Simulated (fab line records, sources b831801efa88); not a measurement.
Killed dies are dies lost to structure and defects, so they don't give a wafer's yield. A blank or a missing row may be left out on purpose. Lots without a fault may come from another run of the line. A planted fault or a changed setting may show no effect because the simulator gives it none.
Problem report in the 8D (eight disciplines) form, filled by code | flow sfq_line | the parts of the form that need people (team, actions taken, sign-off) are left out

1. THE PROBLEM
M3_NB_RS at SFQ_M3_RS_MEAS_919 reads a mean of 0.988 ohm/sq on 1 wafer of 1 lot; wafers without a fault read 0.889 ohm/sq with a standard deviation of 0.01. That is +9.9 standard deviations from the usual mean.
The step: measures by four-point-probe.
First seen on wafer L784.6, day 33 22:55, on film_metro-02. The record holds 39 wafers of 13 lots with a number at this step. Rule for "out", or "out of limits": more than 4 standard deviations from the usual mean. The other wafers with a number count as sound.

2. WHAT IT IS AND WHAT IT IS NOT
question                    | is                | is not
which readings at this step | M3_NB_RS          | -
which lots                  | L784              | L778, L779, L781, L782, L783, L785, L788, L793, L795, L797, L799, L800
which wafers of those lots  | L784.6            | L784.1, L784.5
read on which gauges        | film_metro-02     | film_metro-01, film_metro-04
when                        | from day 33 22:55 | up to then (17 sound wafers); but 21 sound wafers of L785, L788, L793, L795, L797, L799, L800 came after

3. SUSPECTS, AND WHAT RULES EACH OUT
Counting: a tool at a process step up to the reading stays a suspect if it ran every lot that is out. Sound lots after the first of them don't rule it out here, since some wafers of a struck lot are sound.
- the gauge at SFQ_M3_RS_MEAS_919: ruled out. All the wafers that are out were read on film_metro-02, but those of them that SFQ_TRILAYER_M3_ETCH_METAL_ETCH_078 has rows for are out there too, on other tools.
- rie_diel-01 at SFQ_TRILAYER_I1_VIA_BARC_OPEN_VIA_ETCH_071 (etches BARC in O2, target depth 125 nm, time 41.7 s): kept. It ran the lot that is out, L784 (day 25 18:51); its last sound lot up to then is L783 (day 25 09:15).
- rie_metal-02 at SFQ_TRILAYER_I2_VIA_STRIP_STRIP_071 (strips in O2): kept. It ran the lot that is out, L784 (day 33 22:01); its last sound lot up to then is L779 (day 30 12:03).
- pvd_sputter-05 at SFQ_TRILAYER_M3_DEP_SPUTTER_073 (material Nb, target thk 200 nm, time 133.3 s): kept. It ran the lot that is out, L784 (day 33 22:49); its last sound lot up to then is L782 (day 33 13:13).
- Within rie_diel-01 at SFQ_TRILAYER_I1_VIA_BARC_OPEN_VIA_ETCH_071: the wafers that are out ran in chamber 0; their sound lot-mates ran in chambers 1, 3.
- Within rie_metal-02 at SFQ_TRILAYER_I2_VIA_STRIP_STRIP_071: the wafers that are out ran in chamber 0; their sound lot-mates ran in chamber 1.
Left after counting: rie_diel-01 at SFQ_TRILAYER_I1_VIA_BARC_OPEN_VIA_ETCH_071, rie_metal-02 at SFQ_TRILAYER_I2_VIA_STRIP_STRIP_071, pvd_sputter-05 at SFQ_TRILAYER_M3_DEP_SPUTTER_073.

4. THE CAUSE (what the simulator had put in)
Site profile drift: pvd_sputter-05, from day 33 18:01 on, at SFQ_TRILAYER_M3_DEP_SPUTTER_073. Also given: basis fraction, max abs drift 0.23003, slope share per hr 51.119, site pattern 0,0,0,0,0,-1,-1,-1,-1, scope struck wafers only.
Counting left 3 suspects, and this tool is among them.

5. THE CHAIN OF EFFECTS, in route order
Each row: a reading whose mean over the struck wafers that have a number lies more than 3 standard deviations from the usual. Only readings for which the record gives a usual standard deviation are gone through. hours: the time from each lot's start at the first step in this table that gives one to its start at this step, as a median over the lots. sigmas: the change in usual standard deviations.
hours | step                                | reading        | usual        | on struck wafers | change | sigmas
0     | SFQ_M3_RS_MEAS_919                  | M3_NB_RS       | 0.889 ohm/sq | 0.988            | +0.099 | +9.9
3     | SFQ_TRILAYER_M3_ETCH_METAL_ETCH_078 | oes_product_au | 0.895 a.u.   | 0.855            | -0.040 | -5.8
The process steps in it:
- SFQ_TRILAYER_M3_ETCH_METAL_ETCH_078: etches Nb in Cl2/Ar, stops on SiO2, target depth 240 nm, time 120 s.
Later measuring or inspecting steps at which every struck wafer that the step has a row for has a number for every such reading, and none has moved that far: SFQ_M3_OVL_MEAS_921.

6. WHAT WOULD HAVE CAUGHT IT SOONER
In this record the first reading out of limits at a measuring or inspecting step was taken at day 33 22:55, 5 hours after the fault began at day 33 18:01.
Of the tool readings at SFQ_TRILAYER_M3_DEP_SPUTTER_073 for which the record gives a usual standard deviation, none was out on any struck wafer, so an alarm limit of 4 standard deviations on them would not have fired.
All the lots that are out (1) had begun SFQ_TRILAYER_M3_DEP_SPUTTER_073 on pvd_sputter-05 by day 33 22:55. A hold on the tool at that time would have spared none of them.
